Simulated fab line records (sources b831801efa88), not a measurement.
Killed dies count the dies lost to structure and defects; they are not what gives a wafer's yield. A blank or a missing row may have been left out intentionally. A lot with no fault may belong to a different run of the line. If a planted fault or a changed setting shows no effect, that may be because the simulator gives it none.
Which tool did it? / flow gf180mcu / 6 lots with 18 wafers sampled at 3 steps, on a route of 602 steps

WHAT EACH GAUGE READ, for each wafer
GF_V4_THK_MEAS_01.
lot=L106; measured=day 24 01:02; on=film metro-02; V4_CVD_00_THK (nm)=600 604 596
lot=L108; measured=day 24 14:06; on=film metro-03; V4_CVD_00_THK (nm)=598 600 599
lot=L112; measured=day 26 00:55; on=film metro-02; V4_CVD_00_THK (nm)=600 601 615
lot=L117; measured=day 27 14:31; on=film metro-01; V4_CVD_00_THK (nm)=594 312 599 594 313 599
lot=L122; measured=day 29 03:43; on=film metro-02; V4_CVD_00_THK (nm)=587 594 586
lot=L127; measured=day 30 10:02; on=film metro-03; V4_CVD_00_THK (nm)=601 595 607

WHAT TOOL EACH LOT RAN ON (gives the tool, then ch and the chambers of the sampled wafers, and finally the start)
lot=L106; GF_V3_SPUTTER_22=pvd sputter-03, day 23 00:35; GF_V4_CVD_00=hdpcvd-02 ch 0,1,2, day 24 00:58
lot=L108; GF_V3_SPUTTER_22=pvd sputter-01, day 23 14:28; GF_V4_CVD_00=hdpcvd-01 ch 1,2, day 24 14:01
lot=L112; GF_V3_SPUTTER_22=pvd sputter-03, day 25 01:53; GF_V4_CVD_00=hdpcvd-01 ch 0,1, day 26 00:50
lot=L117; GF_V3_SPUTTER_22=pvd sputter-04, day 26 16:42; GF_V4_CVD_00=hdpcvd-02 ch 0,1,2, day 27 14:27
lot=L122; GF_V3_SPUTTER_22=pvd sputter-01, day 28 07:12; GF_V4_CVD_00=hdpcvd-01 ch 0,1,2, day 29 03:38
lot=L127; GF_V3_SPUTTER_22=pvd sputter-04, day 29 13:04; GF_V4_CVD_00=hdpcvd-01 ch 0,1,2, day 30 09:57
- GF_V3_SPUTTER_22: material TiN, target thk 10 nm, time 40 s.
- GF_V4_CVD_00: deposits SiO2, target thk 600 nm, time 100 s.

THE ANSWER, worked out from the rows above alone
Rule: what is usual is taken from the lots themselves. The widest of any qualifying gaps counts: lots, ordered by their means at a reading, are off when they make up no more than a third of the lots, leave a main group of 4 or more, and stand apart from it by 3 or more times the standard deviation of that group's means. A main group is skipped when, at the precision printed for the reading in the tables above, its means are all equal. Also off: a lot with no number at a reading for which 4 or more lots have one. Any other lot the step has rows for is counted as sound.
Off: L117, seen at GF_V4_THK_MEAS_01 (V4_CVD_00_THK). Main group: mean 599 nm, sd 5.4.
If a tool, at a process step before that reading, ran all the lots that are off and no sound lot after the first of them, it fits. Gauges at GF_V4_THK_MEAS_01: tried the same way as those tools. This does not decide it: 2 tools fit, namely hdpcvd-02 at GF_V4_CVD_00 and film metro-01 at GF_V4_THK_MEAS_01.

WHAT HAD BEEN PUT IN BY THE SIMULATOR
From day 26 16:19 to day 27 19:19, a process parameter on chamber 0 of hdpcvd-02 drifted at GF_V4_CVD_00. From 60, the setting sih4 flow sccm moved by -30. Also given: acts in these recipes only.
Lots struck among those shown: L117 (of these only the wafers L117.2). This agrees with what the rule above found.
